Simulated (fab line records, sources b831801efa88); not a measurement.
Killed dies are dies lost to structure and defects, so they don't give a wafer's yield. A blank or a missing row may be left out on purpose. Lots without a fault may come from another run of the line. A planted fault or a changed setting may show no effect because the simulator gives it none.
Which tool did it? | flow gf180mcu | 13 lots, 38 wafers sampled, at 5 steps of a route of 602

WHAT THE GAUGES READ, wafer by wafer
GF_HV_LDD_THK_MEAS_55. Usual: HV_LDD_CVD_54_THK 9.96 nm, standard deviation 0.13.
lot  | measured     | on            | HV_LDD_CVD_54_THK (nm) | flag
L898 | day 12 00:43 | film_metro-03 | 10.17 10.08 10.06      |
L899 | day 13 01:43 | film_metro-03 | 9.93 9.98 10.22        |
L900 | day 13 16:31 | film_metro-01 | 10.18 10.01 10.09      |
L901 | day 13 18:34 | film_metro-04 | 9.97 9.99 9.94         |
L903 | day 14 18:28 | film_metro-03 | 9.75 9.72              |
L905 | day 14 22:09 | film_metro-04 | 10.01 9.97 9.96        |
L904 | day 14 22:57 | film_metro-03 | 10.10 10.05 10.08      |
L913 | day 17 21:27 | film_metro-01 | 9.87 9.89 9.87         |
L914 | day 17 23:27 | film_metro-03 | 9.90 9.91 9.86         |
L916 | day 18 19:26 | film_metro-01 | 9.93 9.87 10.02        |
L918 | day 19 06:57 | film_metro-04 | 10.17 10.08 10.02      |
L919 | day 19 18:52 | film_metro-01 | 10.03 10.04 9.95       |
L921 | day 20 04:06 | film_metro-03 | 9.96 9.73 9.88         |

GF_NSD_CD_MEAS_07: target cd 400 nm. Usual: cd_nm 400.2 nm, standard deviation 2.
lot  | measured     | on        | cd_nm (nm)        | flag
L898 | day 12 21:07 | cd_sem-01 | 401.4 398.5 401.0 |
L899 | day 13 23:33 | cd_sem-01 | 397.1 399.3 397.4 |
L900 | day 14 14:14 | cd_sem-01 | 397.1 398.3 397.9 |
L901 | day 14 16:20 | cd_sem-01 | 401.7 400.0 401.5 |
L903 | day 15 17:02 | cd_sem-02 | 399.9 400.8       |
L905 | day 15 21:22 | cd_sem-02 | 395.7 399.7 399.6 |
L904 | day 15 21:58 | cd_sem-02 | 398.3 401.1 401.9 |
L913 | day 18 23:07 | cd_sem-02 | 401.9 399.8 401.8 |
L914 | day 19 01:03 | cd_sem-02 | 397.0 398.3 396.1 |
L916 | day 19 21:53 | cd_sem-02 | 399.4 398.7 400.7 |
L918 | day 20 09:05 | cd_sem-01 | 400.3 398.7 399.7 |
L919 | day 20 21:13 | cd_sem-01 | 404.4 404.5 405.1 |
L921 | day 21 05:40 | cd_sem-01 | 402.3 402.1 399.5 |

GF_PSD_RS_MEAS_14: measures by four-point-probe. Usual: NSD_RS 46.10 ohm/sq, standard deviation 0.077.
lot  | measured     | on            | NSD_RS (ohm/sq)   | flag
L898 | day 13 17:29 | film_metro-02 | 46.14 46.16 46.19 |
L899 | day 14 21:21 | film_metro-01 | 46.15 45.96 46.07 |
L900 | day 15 13:02 | film_metro-02 | 45.96 46.14 46.14 |
L901 | day 15 14:20 | film_metro-03 | 46.05 46.02 46.23 |
L903 | day 16 15:50 | film_metro-01 | 41.90 41.83       | OFF
L905 | day 16 20:58 | film_metro-01 | 46.13 41.75 45.97 | OFF
L904 | day 16 21:56 | film_metro-03 | 41.90 46.26 46.20 | OFF
L913 | day 20 00:56 | film_metro-03 | 46.09 46.12 46.22 |
L914 | day 20 02:58 | film_metro-02 | 46.19 46.11 46.12 |
L916 | day 20 22:59 | film_metro-03 | 46.15 46.17 46.13 |
L918 | day 21 10:47 | film_metro-02 | 46.15 46.10 46.16 |
L919 | day 21 22:06 | film_metro-02 | 46.01 45.97 46.05 |
L921 | day 22 06:20 | film_metro-03 | 46.00 45.98 46.00 |

GF_PSD_RS_MEAS_15: measures by four-point-probe. Usual: PSD_RS 108.50 ohm/sq, standard deviation 0.24.
lot  | measured     | on            | PSD_RS (ohm/sq)      | flag
L898 | day 13 17:36 | film_metro-02 | 108.31 108.50 108.40 |
L899 | day 14 21:28 | film_metro-01 | 108.40 108.46 108.37 |
L900 | day 15 13:09 | film_metro-02 | 108.43 108.43 108.60 |
L901 | day 15 14:27 | film_metro-03 | 108.61 108.46 108.43 |
L903 | day 16 15:58 | film_metro-01 | 100.87 100.57        | OFF
L905 | day 16 21:05 | film_metro-01 | 108.44 100.46 108.06 | OFF
L904 | day 16 22:03 | film_metro-03 | 101.22 109.07 109.00 | OFF
L913 | day 20 01:03 | film_metro-03 | 108.62 108.45 108.73 |
L914 | day 20 03:05 | film_metro-02 | 108.48 108.72 108.68 |
L916 | day 20 23:07 | film_metro-03 | 108.06 108.52 108.77 |
L918 | day 21 10:54 | film_metro-02 | 108.35 108.61 108.19 |
L919 | day 21 22:13 | film_metro-02 | 108.12 107.88 108.04 |
L921 | day 22 06:28 | film_metro-03 | 108.36 107.99 108.44 |

WHICH TOOL RAN EACH LOT (tool, then ch and the chambers of the sampled wafers, then the start)
lot  | GF_PSD_RTA_13
L898 | rtp_anneal-02 ch 0, day 13 17:23
L899 | rtp_anneal-01 ch 0, day 14 21:16
L900 | rtp_anneal-01 ch 0, day 15 12:57
L901 | rtp_anneal-01 ch 0, day 15 14:15
L903 | rtp_anneal-01 ch 0, day 16 15:46
L905 | rtp_anneal-01 ch 0, day 16 20:52
L904 | rtp_anneal-01 ch 0, day 16 21:51
L913 | rtp_anneal-01 ch 0, day 20 00:51
L914 | rtp_anneal-02 ch 0, day 20 02:53
L916 | rtp_anneal-01 ch 0, day 20 22:53
L918 | rtp_anneal-01 ch 0, day 21 10:41
L919 | rtp_anneal-01 ch 0, day 21 22:01
L921 | rtp_anneal-01 ch 0, day 22 06:16
- GF_PSD_RTA_13: time 20 s.

WHAT THE TOOLS THEMSELVES READ (means of the sampled wafers that have a number; where no wafer has one, the mark that the record gives instead)
GF_PSD_RTA_13. Usual: lamp_power_pct 32.8 %, standard deviation 0.97; run_length_s 48.7 s, standard deviation 0.63; wafer_temp_C_max 1028.7, standard deviation 1.
lot  | tool          | lamp_power_pct (%) | run_length_s (s) | wafer_temp_C_max | flag
L898 | rtp_anneal-02 | 34.6               | 48.6             | 1029.8           |
L899 | rtp_anneal-01 | 32.3               | 48.6             | 1028.8           |
L900 | rtp_anneal-01 | 32.3               | 48.8             | 1027.9           |
L901 | rtp_anneal-01 | 32.3               | 48.6             | 1028.6           |
L903 | rtp_anneal-01 | 32.3               | 72.6             | 1028.5           | OFF
L905 | rtp_anneal-01 | 32.3               | 56.5             | 1028.3           | OFF
L904 | rtp_anneal-01 | 32.3               | 56.4             | 1028.3           | OFF
L913 | rtp_anneal-01 | 32.3               | 48.6             | 1027.6           |
L914 | rtp_anneal-02 | 34.7               | 48.6             | 1031.1           |
L916 | rtp_anneal-01 | 32.2               | 48.5             | 1029.2           |
L918 | rtp_anneal-01 | 32.3               | 48.6             | 1027.9           |
L919 | rtp_anneal-01 | 32.3               | 48.4             | 1027.9           |
L921 | rtp_anneal-01 | 32.3               | 48.6             | 1029.8           |

THE ANSWER, worked out from the rows above alone
Rule: a lot is off if the mean of its wafers that have a number lies more than 3 standard deviations from the usual mean. A lot without any number at a reading at which 4 lots or more have one is off too. The other lots that the step has rows for count as sound. The gauges are gone through in route order, then the tools' own readings, and for those a lot's mean is taken as printed above. The first step at which some lot is off is used, and at that step the reading that is off furthest; a lot without a number counts as furthest.
Off: L903, L905, L904, at GF_PSD_RS_MEAS_14 (NSD_RS).
A tool fits if, at a process step before that reading, it ran every lot that is off, and no sound lot after the first of them. The gauges at GF_PSD_RS_MEAS_14 aren't tried: what is off there is off at GF_PSD_RTA_13 too, on other tools, and a gauge's error can't cause that. None of those tried fits.

WHAT THE SIMULATOR HAD PUT IN
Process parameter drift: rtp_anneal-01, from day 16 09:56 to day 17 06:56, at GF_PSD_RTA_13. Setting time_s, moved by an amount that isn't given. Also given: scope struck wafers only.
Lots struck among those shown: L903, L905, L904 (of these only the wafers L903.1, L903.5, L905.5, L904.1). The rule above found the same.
